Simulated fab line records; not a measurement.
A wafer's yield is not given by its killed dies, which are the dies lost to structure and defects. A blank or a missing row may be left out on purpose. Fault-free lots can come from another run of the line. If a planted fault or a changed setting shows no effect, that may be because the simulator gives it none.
What tool caused it?    flow gf180mcu    13 lots, 39 wafers sampled, at 5 steps of a route of 602

## WHAT THE GAUGES READ, wafer by wafer
GF_NWELL_OVL_MEAS_07. Usual: NWELL_OVL gives -0.9 nm (standard deviation 1.3).
lot   measured     on          NWELL_OVL (nm)  flag
L917  day 3 12:31  overlay-01  -0.5 0.3 0.3    
L918  day 3 16:31  overlay-01  -1.9 -2.8 -2.7  
L919  day 3 23:08  overlay-02  -1.0 -1.6 -0.4  
L921  day 4 11:10  overlay-02  -0.2 0.2 -0.3   
L922  day 4 15:20  overlay-01  -0.8 -1.2 -1.1  
L924  day 5 01:29  overlay-02  -1.5 -1.8 1.4   
L928  day 6 00:28  overlay-01  -0.8 -2.9 0.9   
L929  day 6 04:02  overlay-01  -1.0 -0.7 -1.0  
L931  day 6 18:38  overlay-01  -2.3 -1.9 -1.3  
L932  day 6 22:43  overlay-02  - - -           OFF
L933  day 7 06:08  overlay-01  - - -           OFF
L935  day 7 16:28  overlay-02  -0.7 -1.2 -2.1  
L939  day 8 15:02  overlay-01  2.1 2.3 2.0     

GF_LVPWELL_TW_MEAS_11. Usual: LVPWELL_TW gives 561 (standard deviation 4.1).
lot   measured     on             LVPWELL_TW                     flag
L917  day 4 01:30  film_metro-04  561 560 559                    
L918  day 4 06:52  film_metro-04  559 559 561                    
L919  day 4 13:33  film_metro-04  559 562 561                    
L921  day 5 01:34  film_metro-04  554 558 559                    
L922  day 5 05:25  film_metro-04  558 555 558                    
L924  day 5 16:28  film_metro-01  563 566 565                    
L928  day 6 16:03  film_metro-01  566 563 564                    
L929  day 6 20:04  film_metro-04  557 557 555                    
L931  day 7 11:22  film_metro-01  566 570 565                    
L932  day 7 15:38  film_metro-01  1622 1615 1603 1617 1615 1613  OFF
L933  day 7 23:07  film_metro-04  1588 1579 1590 1581 1589 1588  OFF
L935  day 8 09:44  film_metro-03  562 559 564                    
L939  day 9 07:56  film_metro-03  562 561 560                    

GF_CONTACT_THK_MEAS_26: measures by xrf. Usual: CONTACT_W_THK gives 296 nm (standard deviation 4.4).
lot   measured      on             CONTACT_W_THK (nm)  flag
L917  day 16 15:49  film_metro-03  299 303 298         
L918  day 16 20:29  film_metro-01  299 291 291         
L919  day 17 07:37  film_metro-04  301 302 302         
L921  day 18 01:58  film_metro-04  296 295 299         
L922  day 18 10:13  film_metro-03  292 290 293         
L924  day 19 05:14  film_metro-01  294 294 296         
L928  day 20 17:53  film_metro-04  301 304 307         
L929  day 20 21:12  film_metro-03  298 298 298         
L931  day 21 22:47  film_metro-01  297 291 301         
L935  day 23 00:49  film_metro-04  300 300 295         
L939  day 24 08:39  film_metro-01  291 295 292         

## TOOL THAT RAN EACH LOT (tool first, then ch and the chambers of the sampled wafers, then the start)
lot   GF_NWELL_COAT_02                  GF_CONTACT_ETCH_17
L917  litho_track-03 ch 0, day 3 06:11  rie_diel-01 ch 0,1,2, day 16 15:49 or earlier
L918  litho_track-03 ch 0, day 3 09:56  rie_diel-03 ch 0,1,3, day 16 20:29 or earlier
L919  litho_track-03 ch 0, day 3 16:53  rie_diel-02 ch 0,1,3, day 17 07:37 or earlier
L921  litho_track-04 ch 0, day 4 04:40  rie_diel-02 ch 1,3, day 18 01:58 or earlier
L922  litho_track-03 ch 0, day 4 09:02  rie_diel-03 ch 0,3, day 18 10:13 or earlier
L924  litho_track-02 ch 0, day 4 18:10  rie_diel-01 ch 0,1, day 19 05:14 or earlier
L928  litho_track-04 ch 0, day 5 16:37  rie_diel-02 ch 0,1, day 20 17:53 or earlier
L929  litho_track-02 ch 0, day 5 20:28  rie_diel-03 ch 0,2,3, day 20 21:12 or earlier
L931  litho_track-04 ch 0, day 6 10:40  rie_diel-01 ch 0,1, day 21 22:47 or earlier
L932  litho_track-02, day 6 14:38       -
L933  litho_track-04, day 6 22:04       -
L935  litho_track-04 ch 0, day 7 08:14  rie_diel-02 ch 2,3, day 23 00:49 or earlier
L939  litho_track-04 ch 0, day 8 06:35  rie_diel-03 ch 0,1,3, day 24 08:39 or earlier
- GF_NWELL_COAT_02: resist thk 3021 nm.
- GF_CONTACT_ETCH_17: etches SiO2 in C4F8/O2/Ar, stops on CoSi2, target depth 860 nm.

## WHAT THE TOOLS THEMSELVES READ (means of the sampled wafers that have a number; where no wafer has one, the mark that the record gives instead)
GF_NWELL_COAT_02. Usual: chill_plate_temp_C 23.00 C, standard deviation 0.095; dispense_pressure_kPa 51.3 kPa, standard deviation 2.3.
lot   tool            chill_plate_temp_C (C)  dispense_pressure_kPa (kPa)  flag
L917  litho_track-03  22.93                   51.7                         
L918  litho_track-03  23.06                   51.7                         
L919  litho_track-03  23.00                   51.7                         
L921  litho_track-04  23.04                   49.1                         
L922  litho_track-03  23.02                   51.8                         
L924  litho_track-02  22.95                   54.8                         
L928  litho_track-04  23.06                   49.1                         
L929  litho_track-02  23.04                   54.8                         
L931  litho_track-04  22.94                   49.1                         
L932  litho_track-02  -                       -                            OFF
L933  litho_track-04  -                       -                            OFF
L935  litho_track-04  23.09                   49.1                         
L939  litho_track-04  22.90                   49.1                         

GF_CONTACT_ETCH_17. Usual: oes_product_au 0.815 a.u., standard deviation 0.0047; rf_fwd_power_W 1495 W, standard deviation 4.7.
lot   tool         oes_product_au (a.u.)  rf_fwd_power_W (W)  flag
L917  rie_diel-01  0.818                  1498                
L918  rie_diel-03  0.818                  1497                
L919  rie_diel-02  0.813                  1493                
L921  rie_diel-02  0.817                  1494                
L922  rie_diel-03  0.820                  1493                
L924  rie_diel-01  0.815                  1497                
L928  rie_diel-02  0.819                  1496                
L929  rie_diel-03  0.812                  1495                
L931  rie_diel-01  0.819                  1493                
L935  rie_diel-02  0.814                  1493                
L939  rie_diel-03  0.819                  1493                

## THE ANSWER, worked out from the rows above alone
Rule: a lot is off if the mean of its wafers that have a number lies more than 3 standard deviations from the usual mean. Also off: a lot with no number at a reading for which 4 or more lots have one. All remaining lots with rows at the step are treated as sound. The gauges are gone through in route order, then the tools' own readings, and for those a lot's mean is taken as printed above. The first step at which some lot is off is used, and at that step the reading that is off furthest; a lot without a number counts as furthest.
Off: at GF_NWELL_OVL_MEAS_07 (NWELL_OVL), L932, L933. Without a number there: L932, L933.
If a tool, at a process step before that reading, ran all the lots that are off and no sound lot after the first of them, it fits. The gauges at GF_NWELL_OVL_MEAS_07 aren't tried: what is off there is off at GF_LVPWELL_TW_MEAS_11 too, on other tools, and a gauge's error can't cause that. None of those tried fits.

## WHAT THE SIMULATOR HAD INSERTED
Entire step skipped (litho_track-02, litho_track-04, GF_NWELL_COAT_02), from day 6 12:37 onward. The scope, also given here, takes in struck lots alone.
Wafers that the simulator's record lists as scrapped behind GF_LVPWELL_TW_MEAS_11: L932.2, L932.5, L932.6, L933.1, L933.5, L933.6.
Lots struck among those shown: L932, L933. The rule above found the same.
